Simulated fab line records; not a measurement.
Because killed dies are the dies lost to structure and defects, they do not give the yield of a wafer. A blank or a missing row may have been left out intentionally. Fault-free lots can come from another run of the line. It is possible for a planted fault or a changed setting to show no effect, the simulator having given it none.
fab line records -- flow sky130
record lots=14, wafers=40, lastDay=50
route steps=708 shown METAL5@676
lots with no fault: from the same line, run without faults
startH: hours from the record's opening day to when the first of the lot's shown wafers began -- waitH: hours elapsed since this lot's preceding step -- " unchanged from the row above -- L1.1+2: a single row standing in for several wafers -- - value missing, or start not given -- * or withheld: withheld -- < > ~ a bound
route shown NAME@n: a module of which the file shows steps, and the number in the route of the first -- usual: mean/standard deviation of fault-free wafers -- same: alike in all rows -- chamber/n: place in a boat -- sites: each site's reading -- _std_site: the values' standard deviation -- _edge_site: outer sites' mean less inner sites' -- radiusMm: for every site, how far away it sits from the centre of the wafer -- mask NAME#n: copy n -- behind: the tool/chamber that last shaped the wafer -- hold: why the lot was held/for how many hours/how that ended -- device: which transistor (n, p or np) failed to switch -- end of line: the same wafers' tests at the end of the route -- where a step has no rows: the recipe by itself -- killed: at the first sort, the dies lost to defects and structure; wafer yield is something else -- map: the dies of a wafer, with x for killed, . for not killed, _ for no die there
set.NAME: the setting that was run; set.NAME@STEP: the one run at that earlier step -- model.NAME: the simulator's own value behind a step, which no gauge read
steps of the route over a sample of lots; a table a step, a row a wafer
services: a tool's chamber out of use, with start hour (startH, from the record's first day; less than 0 if before it), hours out, and reason
## steps
# step SKY_METAL5_METAL_ETCH_15
# recipe targetDepthA=12600, stopOn=SiO2, overEtchFrac=0.2, timeS=252, chemistry=Cl2/BCl3, resistSidewallDeg=86, pressureMtorr=10, icpW=900, biasW=48.5, Cl2_flow_sccm=60, bcl3FlowSccm=30
# usual drypumpMotorCurrentA=5.5/0.39, heBacksideLeakSccm=3.25/0.18, oesProductAu=0.894/0.0048, throttleValvePct=22.264/0.0094
lot.wafer,tool,chamber,startH,waitH,drypumpMotorCurrentA,heBacksideLeakSccm,oesProductAu,rfHoursCounterH,throttleValvePct
L394.1,rieMetal-03,0,1030.00,0.0,5.1,3.17,0.899,8,22.265
L394.2,rieMetal-03,1,1030.00,0.0,5.0,3.24,0.893,19,22.252
L394.6,rieMetal-03,0,1030.00,0.0,5.1,3.12,0.902,-,22.262
L395.3,rieMetal-03,1,1033.38,0.1,4.9,2.91,0.900,-,22.267
L395.5,rieMetal-03,0,1033.38,0.1,5.1,3.12,0.897,-,22.265
L395.6,rieMetal-03,1,1033.38,0.1,5.0,2.98,0.897,-,22.262
L396.1,rieMetal-04,1,1047.55,0.0,5.7,3.18,0.894,6,22.254
L396.4,rieMetal-04,1,1047.55,0.0,5.7,3.32,0.889,-,22.262
L396.6,rieMetal-04,1,1047.55,0.0,5.7,3.32,0.900,-,22.261
L398.1,rieMetal-04,0,1055.10,0.0,5.9,3.20,0.899,18,22.251
L398.3,rieMetal-04,1,1055.10,0.0,5.7,3.31,0.899,-,22.262
L398.4,rieMetal-04,0,1055.10,0.0,5.9,3.42,0.896,-,22.251
L400.2,rieMetal-03,0,1063.65,0.0,5.1,2.95,0.899,11,22.276
L400.3,rieMetal-03,0,1063.65,0.0,5.1,3.12,0.895,-,22.261
L400.4,rieMetal-03,1,1063.65,0.0,4.9,3.10,0.898,-,22.252
L399.1,rieMetal-02,1,1064.77,0.1,6.0,3.45,0.898,19,22.255
L399.2,rieMetal-02,1,1064.77,0.1,6.0,3.49,0.891,-,22.265
L399.4,rieMetal-02,1,1064.77,0.1,6.0,3.34,0.896,-,22.270
L401.1,rieMetal-03,1,1076.04,0.0,5.0,2.98,0.896,22,22.255
L401.2,rieMetal-03,0,1076.04,0.0,5.1,3.14,0.894,12,22.270
L401.5,rieMetal-03,1,1076.04,0.0,5.0,3.21,0.902,-,22.237
L402.2,rieMetal-04,0,1084.00,0.0,5.9,3.40,0.891,20,22.245
L402.5,rieMetal-04,1,1084.00,0.0,5.7,3.29,0.901,-,22.276
L402.6,rieMetal-04,0,1084.00,0.0,5.9,3.29,0.905,-,22.270
L403.1,rieMetal-02,1,1088.79,0.0,6.0,3.31,0.894,22,22.260
L403.4,rieMetal-02,0,1088.79,0.0,5.7,3.43,0.906,-,22.263
L403.5,rieMetal-02,1,1088.79,0.0,6.0,3.02,0.891,-,22.247
L412.2,rieMetal-04,1,1142.40,0.0,5.7,3.16,0.902,13,22.253
L412.6,rieMetal-04,1,1142.40,0.0,5.7,3.18,0.892,-,22.275
L413.1,rieMetal-04,1,1143.79,0.0,5.6,3.44,0.899,14,22.275
L413.6,rieMetal-04,1,1143.79,0.0,5.7,3.48,0.896,-,22.245
L414.1,rieMetal-03,0,1147.74,0.1,5.1,3.10,0.901,17,22.260
L414.2,rieMetal-03,0,1147.74,0.1,5.1,3.13,0.894,-,22.269
L414.4,rieMetal-03,0,1147.74,0.1,5.1,3.25,0.890,-,22.257
L415.2,rieMetal-03,0,1151.85,0.1,5.1,3.19,0.899,-,22.260
L415.3,rieMetal-03,0,1151.85,0.1,5.1,3.20,0.897,-,22.263
L415.6,rieMetal-03,0,1151.85,0.1,5.1,3.15,0.896,-,22.267
L417.2,rieMetal-02,0,1162.29,0.0,5.7,3.52,0.897,7,22.259
L417.3,rieMetal-02,0,1162.29,0.0,5.7,3.56,0.889,-,22.248
L417.6,rieMetal-02,1,1162.29,0.0,6.0,3.46,0.886,-,22.256
# step SKY_METAL5_STRIP_16
# recipe chemistry=O2/N2, powerW=1400, pressureMtorr=1500, platenTempC=withheld, o2FlowSccm=3000, n2FlowSccm=300, overashFraction=0.5
# usual drypumpMotorCurrentA=5.72/0.23, oesProductAu=0.710/0.0045, stripTimeToEndpointS=13.03/0.098
lot.wafer,tool,chamber,startH,waitH,drypumpMotorCurrentA,oesProductAu,rfHoursCounterH,stripTimeToEndpointS
L394.1,plasmaAsher-01,1,1030.24,0.2,5.69,0.708,126,13.04
L394.2,plasmaAsher-01,0,1030.24,0.2,5.28,0.713,126,13.07
L394.6,plasmaAsher-01,1,1030.24,0.2,5.75,0.712,-,13.05
L395.3,plasmaAsher-01,0,1033.56,0.1,5.23,0.713,-,13.00
L395.5,plasmaAsher-01,0,1033.56,0.1,5.25,0.716,-,13.05
L395.6,plasmaAsher-01,1,1033.56,0.1,5.72,0.704,-,13.06
L396.1,plasmaAsher-04,0,1047.79,0.2,5.77,0.718,28,13.22
L396.4,plasmaAsher-04,1,1047.79,0.2,5.87,0.708,-,13.27
L396.6,plasmaAsher-04,1,1047.79,0.2,5.88,0.710,-,13.20
L398.1,plasmaAsher-03,1,1055.34,0.2,5.97,0.714,61,12.96
L398.3,plasmaAsher-03,1,1055.34,0.2,5.95,0.707,-,12.98
L398.4,plasmaAsher-03,0,1055.34,0.2,5.83,0.716,-,12.94
L400.2,plasmaAsher-03,1,1063.89,0.2,5.95,0.705,63,13.06
L400.3,plasmaAsher-03,1,1063.89,0.2,5.94,0.702,-,12.96
L400.4,plasmaAsher-03,0,1063.89,0.2,5.84,0.711,-,13.10
L399.1,plasmaAsher-01,1,1065.24,0.4,5.75,0.706,0,12.97
L399.2,plasmaAsher-01,0,1065.24,0.4,5.24,0.710,0,12.86
L399.4,plasmaAsher-01,1,1065.24,0.4,5.75,0.709,-,12.87
L401.1,plasmaAsher-04,1,1076.28,0.2,5.85,0.713,32,13.14
L401.2,plasmaAsher-04,0,1076.28,0.2,5.78,0.705,32,13.04
L401.5,plasmaAsher-04,0,1076.28,0.2,5.78,0.717,-,13.11
L402.2,plasmaAsher-01,0,1084.23,0.2,5.31,0.711,2,13.07
L402.5,plasmaAsher-01,1,1084.23,0.2,5.75,0.711,-,13.17
L402.6,plasmaAsher-01,0,1084.23,0.2,5.27,0.706,-,13.12
L403.1,plasmaAsher-03,0,1089.03,0.2,5.85,0.711,66,12.97
L403.4,plasmaAsher-03,0,1089.03,0.2,5.81,0.706,-,13.13
L403.5,plasmaAsher-03,1,1089.03,0.2,5.96,0.718,-,12.94
L412.2,plasmaAsher-03,0,1142.63,0.2,5.83,0.590,72,8.59
L412.6,plasmaAsher-03,1,1142.63,0.2,5.96,0.581,-,8.53
L413.1,plasmaAsher-04,1,1144.03,0.2,5.87,0.711,38,13.02
L413.6,plasmaAsher-04,1,1144.03,0.2,5.84,0.589,-,8.65
L414.1,plasmaAsher-04,1,1148.21,0.4,5.88,0.708,38,12.95
L414.2,plasmaAsher-04,0,1148.21,0.4,5.80,0.705,38,12.99
L414.4,plasmaAsher-04,0,1148.21,0.4,5.81,0.719,-,13.02
L415.2,plasmaAsher-01,0,1152.24,0.3,5.25,0.710,6,12.99
L415.3,plasmaAsher-01,1,1152.24,0.3,5.78,0.707,-,13.06
L415.6,plasmaAsher-01,1,1152.24,0.3,5.78,0.706,-,12.97
L417.2,plasmaAsher-04,0,1162.53,0.2,5.77,0.709,40,13.12
L417.3,plasmaAsher-04,1,1162.53,0.2,5.87,0.712,-,13.09
L417.6,plasmaAsher-04,0,1162.53,0.2,5.78,0.712,-,12.93
## services
tool,chamber,startH,hours,kind
plasmaAsher-03,-,1009.32,9.9,repair
plasmaAsher-03,-,1021.09,0.5,repair
rieMetal-04,-,1030.24,0.2,repair
plasmaAsher-01,-,1055.25,9.0,pm
plasmaAsher-01,0,1055.25,9.0,ventCycle
plasmaAsher-01,1,1055.25,9.0,ventCycle
rieMetal-02,0,1062.51,-,clean
rieMetal-02,0,1062.51,15.9,scheduledDown
rieMetal-02,0,1062.51,15.9,ventCycle
plasmaAsher-01,0,1064.25,-,clean
plasmaAsher-01,1,1064.25,-,clean
plasmaAsher-04,-,1102.47,2.8,pm
plasmaAsher-04,-,1110.00,14.6,pm
plasmaAsher-01,-,1123.50,26.3,pm
rieMetal-02,1,1143.70,8.6,repair
rieMetal-03,1,1145.38,-,clean
rieMetal-03,1,1145.38,-,consumableReplace:focusRing
rieMetal-03,1,1145.38,21.9,scheduledDown
rieMetal-03,1,1145.38,21.9,ventCycle
## key
firstSign step=SKY_METAL5_STRIP_16, reading=stripTimeToEndpointS, direction=down, sigmas=45, usual=*, struck=*
effect step=SKY_METAL5_STRIP_16, reading=oesProductAu, direction=down, sigmas=27, usual=0.710, struck=0.587
metAt SKY_METAL5_METAL_ETCH_15
struckLots L412,L413
struckWafers L412.2,L412.6,L413.6
onsetBetween 1084.00 1142.40
fault kind=processParameterDrift, tool=rieMetal-04, chamber=-, onsetH=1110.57, steps=SKY_METAL5_METAL_ETCH_15, channel=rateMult, offset=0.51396, shape=step, endH=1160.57, scope=struckWafersOnly
